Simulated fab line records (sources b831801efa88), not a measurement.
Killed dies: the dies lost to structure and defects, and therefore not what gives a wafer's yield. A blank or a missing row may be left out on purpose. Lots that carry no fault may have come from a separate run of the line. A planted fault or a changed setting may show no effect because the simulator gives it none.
Which tool did it? | flow sky130 | 72 wafers from 24 lots sampled at 5 of the route's 708 steps

WHAT EACH GAUGE READ, for each wafer
SKY_LDD_LDN_OVL_MEAS_07. Usual: for LDD_LDN_OVL the level is 0.8 nm and the standard deviation is 1.3.
lot  | measured     | on         | LDD_LDN_OVL (nm) | flag
L074 | day 23 15:29 | overlay-02 | 1.7 1.7 0.8      |
L075 | day 23 15:08 | overlay-01 | 1.3 0.7 1.0      |
L076 | day 24 04:37 | overlay-02 | -1.4 1.4 2.8     |
L077 | day 24 06:28 | overlay-01 | 2.2 2.1 -0.2     |
L078 | day 24 19:11 | overlay-02 | 2.4 0.4 0.9      |
L079 | day 24 21:49 | overlay-02 | -0.6 0.7 -0.4    |
L080 | day 25 08:49 | overlay-01 | -1.3 -0.5 0.1    |
L081 | day 25 12:41 | overlay-02 | -2.0 2.9 -0.7    |
L082 | day 25 22:33 | overlay-01 | 1.5 1.7 -0.9     |
L083 | day 26 06:37 | overlay-01 | -3.9 -0.6 -2.1   |
L084 | day 26 13:08 | overlay-01 | 1.6 4.6 2.1      |
L085 | day 26 23:46 | overlay-02 | 0.4 2.1 1.8      |
L086 | day 27 05:55 | overlay-02 | 0.5 1.4 2.1      |
L087 | day 27 11:35 | overlay-02 | -0.7 -0.7 -0.4   |
L088 | day 28 04:41 | overlay-01 | 2.2 1.1 3.9      |
L089 | day 28 07:54 | overlay-02 | 1.7 1.7 1.6      |
L090 | day 29 02:07 | overlay-02 | 2.7 0.0 1.7      |
L091 | day 29 03:40 | overlay-02 | 2.9 0.3 -1.1     |
L092 | day 29 11:23 | overlay-01 | -0.1 -1.4 0.5    |
L093 | day 29 07:58 | overlay-02 | 1.6 1.3 1.3      |
L094 | day 29 18:37 | overlay-02 | 1.4 2.4 2.7      |
L095 | day 30 11:28 | overlay-02 | 1.9 1.4 -1.5     |
L096 | day 30 19:35 | overlay-01 | 0.1 1.2 1.5      |
L097 | day 31 06:26 | overlay-01 | 0.5 1.0 1.6      |

SKY_CONTACT_OVL_MEAS_15. Usual: for CONTACT_OVL the level is 1 nm and the standard deviation is 5.6.
lot  | measured     | on         | CONTACT_OVL (nm) | flag
L074 | day 32 10:02 | overlay-02 | 1 -1 2           |
L075 | day 32 07:07 | overlay-02 | 6 0 7            |
L076 | day 32 20:02 | overlay-01 | -7 9 3           |
L077 | day 32 23:44 | overlay-01 | -5 0 -1          |
L078 | day 33 08:47 | overlay-02 | -7 -3 -5         |
L079 | day 33 11:14 | overlay-02 | 6 -7 -3          |
L080 | day 33 22:44 | overlay-01 | -3 -5 -6         |
L081 | day 34 00:37 | overlay-01 | -3 -2 -9         |
L082 | day 34 10:07 | overlay-02 | 5 3 5            |
L083 | day 34 16:20 | overlay-01 | -3 4 3           |
L084 | day 34 22:15 | overlay-02 | 20 8 3           |
L085 | day 35 08:26 | overlay-02 | 10 1 9           |
L086 | day 35 15:14 | overlay-01 | 7 8 -4           |
L087 | day 35 21:10 | overlay-02 | -3 12 6          |
L088 | day 36 09:40 | overlay-01 | -3 -2 4          |
L089 | day 36 12:43 | overlay-02 | 7 4 4            |
L090 | day 37 04:39 | overlay-01 | -3 -3 1          |
L091 | day 37 09:17 | overlay-02 | 13 4 14          |
L092 | day 37 15:05 | overlay-02 | 2 3 5            |
L093 | day 37 11:33 | overlay-02 | 8 6 -3           |
L094 | day 37 20:20 | overlay-02 | 5 3 -8           |
L095 | day 38 12:56 | overlay-01 | -5 0 3           |
L096 | day 38 20:38 | overlay-02 | 7 -1 11          |
L097 | day 39 07:30 | overlay-01 | 14 0 10          |

SKY_CAPM_OVL_MEAS_12. Usual: for CAPM_OVL the level is 1.7 nm and the standard deviation is 1.5.
lot  | measured     | on         | CAPM_OVL (nm)  | flag
L074 | day 38 05:14 | overlay-02 | 0.2 2.3 3.2    |
L075 | day 38 00:38 | overlay-02 | 2.2 1.5 3.3    |
L076 | day 38 15:16 | overlay-01 | -0.8 1.9 -0.5  |
L077 | day 38 19:41 | overlay-01 | 2.1 1.2 0.0    |
L078 | day 39 02:11 | overlay-01 | 1.1 1.3 -0.3   |
L079 | day 39 04:22 | overlay-02 | 3.1 3.4 2.1    |
L080 | day 39 16:31 | overlay-01 | 2.4 1.8 0.4    |
L081 | day 39 18:08 | overlay-02 | 1.3 0.9 -0.3   |
L082 | day 40 02:11 | overlay-02 | 2.4 2.9 2.4    |
L083 | day 40 07:44 | overlay-01 | -1.2 1.7 0.1   |
L084 | day 40 14:17 | overlay-02 | 2.3 4.4 2.4    |
L085 | day 40 23:40 | overlay-01 | 0.7 0.7 -0.1   |
L086 | day 41 04:34 | overlay-02 | 1.5 2.2 1.7    |
L087 | day 41 11:38 | overlay-02 | 3.6 3.2 1.7    |
L088 | day 41 23:05 | overlay-02 | 4.0 1.8 3.3    |
L089 | day 42 02:20 | overlay-02 | 2.8 4.4 3.5    |
L090 | day 42 14:35 | overlay-02 | 0.9 1.5 1.6    |
L091 | day 42 18:55 | overlay-01 | 1.4 1.4 3.4    |
L092 | day 43 01:22 | overlay-01 | 3.2 3.0 3.3    |
L093 | day 42 22:58 | overlay-01 | -0.9 -1.6 -0.8 |
L094 | day 43 05:55 | overlay-02 | 0.3 2.0 2.9    |
L095 | day 43 20:11 | overlay-01 | 3.2 0.4 2.5    |
L096 | day 44 04:40 | overlay-02 | 1.3 2.4 4.0    |
L097 | day 44 13:48 | overlay-01 | 3.2 2.2 1.1    |

WHICH TOOL RAN EACH LOT (tool, then ch and the chambers of the sampled wafers, then the start)
lot  | SKY_FIELD_ISO_ETCH_14             | SKY_VIA2_CMP_02
L074 | rie_diel-01 ch 0,2, day 2 04:41   | cmp-01 ch 0,1,3, day 35 23:42
L075 | rie_diel-04 ch 1,2, day 2 10:14   | cmp-02 ch 0,3, day 35 20:03
L076 | rie_diel-01 ch 0,2,3, day 2 14:44 | cmp-01 ch 1,2,3, day 36 09:41
L077 | rie_diel-01 ch 1,2, day 2 20:47   | cmp-01 ch 1,3, day 36 13:52
L078 | rie_diel-03 ch 0,1,3, day 3 02:23 | cmp-01 ch 0,2,3, day 36 21:26
L079 | rie_diel-03 ch 0,1,3, day 3 08:32 | cmp-01 ch 0,1,3, day 36 23:53
L080 | rie_diel-03 ch 2,3, day 3 17:14   | cmp-02 ch 0,3, day 37 11:50
L081 | rie_diel-01 ch 2,3, day 3 18:11   | cmp-01 ch 0,2,3, day 37 13:39
L082 | rie_diel-01 ch 0,3, day 4 01:02   | cmp-02 ch 0,1, day 37 21:44
L083 | rie_diel-01 ch 1,2,3, day 4 05:23 | cmp-02 ch 1,2,3, day 38 04:14
L084 | rie_diel-01 ch 1,2, day 4 10:02   | cmp-01 ch 0,3, day 38 10:08
L085 | rie_diel-04 ch 2,3, day 4 14:44   | cmp-02 ch 0,1, day 38 20:32
L086 | rie_diel-03 ch 0,1,3, day 4 21:38 | cmp-02 ch 1,3, day 39 01:22
L087 | rie_diel-03 ch 0,1,3, day 5 00:08 | cmp-02 ch 0,1,2, day 39 08:56
L088 | rie_diel-04 ch 2,3, day 5 06:26   | cmp-02 ch 0,1,2, day 39 20:12
L089 | rie_diel-03 ch 0,2,3, day 5 09:53 | cmp-02 ch 0,3, day 39 23:45
L090 | rie_diel-03 ch 1,2,3, day 5 16:20 | cmp-02 ch 0,1,3, day 40 13:13
L091 | rie_diel-04 ch 0,1,3, day 5 21:32 | cmp-02 ch 0,3, day 40 17:40
L092 | rie_diel-01 ch 0,1,3, day 6 03:32 | cmp-02 ch 1,3, day 40 23:44
L093 | rie_diel-01 ch 1,3, day 6 07:38   | cmp-02 ch 0,1, day 40 21:20
L094 | rie_diel-04 ch 0,1, day 6 14:53   | cmp-01 ch 1,2,3, day 41 05:10
L095 | rie_diel-01 ch 0,2, day 6 19:59   | cmp-01 ch 0,3, day 41 20:28
L096 | rie_diel-04 ch 0,1,3, day 7 01:50 | cmp-01 ch 1,2,3, day 42 04:39
L097 | rie_diel-03 ch 0,2,3, day 7 05:29 | cmp-02 ch 0,2,3, day 42 13:59
- SKY_FIELD_ISO_ETCH_14: etches BARC in N2/H2, stops on SiO2, time 45.9 s, target depth 60 nm.
- SKY_VIA2_CMP_02: polishes SiO2.

AS READ BY THE TOOLS THEMSELVES (means over the sampled wafers that have a number; for cases with no such wafer, the mark the record gives instead)
SKY_FIELD_ISO_ETCH_14. Usual: drypump_motor_current_A 5.6 A, standard deviation 0.45; oes_product_au 0.855 a.u., standard deviation 0.0053; throttle_valve_pct 13.225 %, standard deviation 0.0093.
lot  | tool        | drypump_motor_current_A (A) | oes_product_au (a.u.) | throttle_valve_pct (%) | flag
L074 | rie_diel-01 | 5.6                         | 0.853                 | 13.217                 |
L075 | rie_diel-04 | 5.6                         | 0.853                 | 13.222                 |
L076 | rie_diel-01 | 5.4                         | 0.849                 | 13.229                 |
L077 | rie_diel-01 | 5.2                         | 0.854                 | 13.234                 |
L078 | rie_diel-03 | 5.8                         | 0.852                 | 13.223                 |
L079 | rie_diel-03 | 5.8                         | 0.850                 | 13.240                 |
L080 | rie_diel-03 | 6.2                         | 0.854                 | 13.225                 |
L081 | rie_diel-01 | 5.2                         | 0.855                 | 13.232                 |
L082 | rie_diel-01 | 5.3                         | 0.857                 | 13.232                 |
L083 | rie_diel-01 | 5.2                         | 0.850                 | 13.223                 |
L084 | rie_diel-01 | 5.3                         | 0.858                 | 13.224                 |
L085 | rie_diel-04 | 5.9                         | 0.856                 | 13.226                 |
L086 | rie_diel-03 | 5.7                         | 0.857                 | 13.224                 |
L087 | rie_diel-03 | 5.8                         | 0.846                 | 13.222                 |
L088 | rie_diel-04 | 5.8                         | 0.853                 | 13.218                 |
L089 | rie_diel-03 | 6.1                         | 0.859                 | 13.221                 |
L090 | rie_diel-03 | 5.8                         | 0.857                 | 13.230                 |
L091 | rie_diel-04 | 5.5                         | 0.851                 | 13.226                 |
L092 | rie_diel-01 | 5.3                         | 0.857                 | 13.234                 |
L093 | rie_diel-01 | 5.2                         | 0.858                 | 13.228                 |
L094 | rie_diel-04 | 5.6                         | 0.856                 | 13.227                 |
L095 | rie_diel-01 | 5.6                         | 0.857                 | 13.218                 |
L096 | rie_diel-04 | 5.6                         | 0.859                 | 13.218                 |
L097 | rie_diel-03 | 6.1                         | 0.857                 | 13.225                 |

SKY_VIA2_CMP_02. Usual: motor_current_A 12.3 A, standard deviation 1.3.
lot  | tool   | motor_current_A (A) | flag
L074 | cmp-01 | 12.0                |
L075 | cmp-02 | 11.6                |
L076 | cmp-01 | 12.3                |
L077 | cmp-01 | 12.4                |
L078 | cmp-01 | 11.7                |
L079 | cmp-01 | 12.2                |
L080 | cmp-02 | 10.7                |
L081 | cmp-01 | 11.8                |
L082 | cmp-02 | 13.2                |
L083 | cmp-02 | 13.2                |
L084 | cmp-01 | 12.3                |
L085 | cmp-02 | 12.6                |
L086 | cmp-02 | 13.5                |
L087 | cmp-02 | 12.3                |
L088 | cmp-02 | 12.7                |
L089 | cmp-02 | 11.2                |
L090 | cmp-02 | 12.4                |
L091 | cmp-02 | 10.9                |
L092 | cmp-02 | 13.2                |
L093 | cmp-02 | 11.7                |
L094 | cmp-01 | 12.3                |
L095 | cmp-01 | 12.0                |
L096 | cmp-01 | 12.1                |
L097 | cmp-02 | 11.8                |

THE ANSWER, worked out from the rows above alone
Rule: take the mean of a lot's wafers that have a number; if it is more than 3 standard deviations from the usual mean, the lot is off. A lot without any number at a reading at which 4 lots or more have one is off too. All remaining lots with rows at the step are treated as sound. After the gauges, taken in route order, come the tools' own readings; for these a lot's mean is taken, as printed above. The first step at which some lot is off is used, and at that step the reading that is off furthest; a lot without a number counts as furthest.
Across all readings shown, no lot is off: no conclusion can be drawn from this.

WHAT THE SIMULATOR HAD INSERTED
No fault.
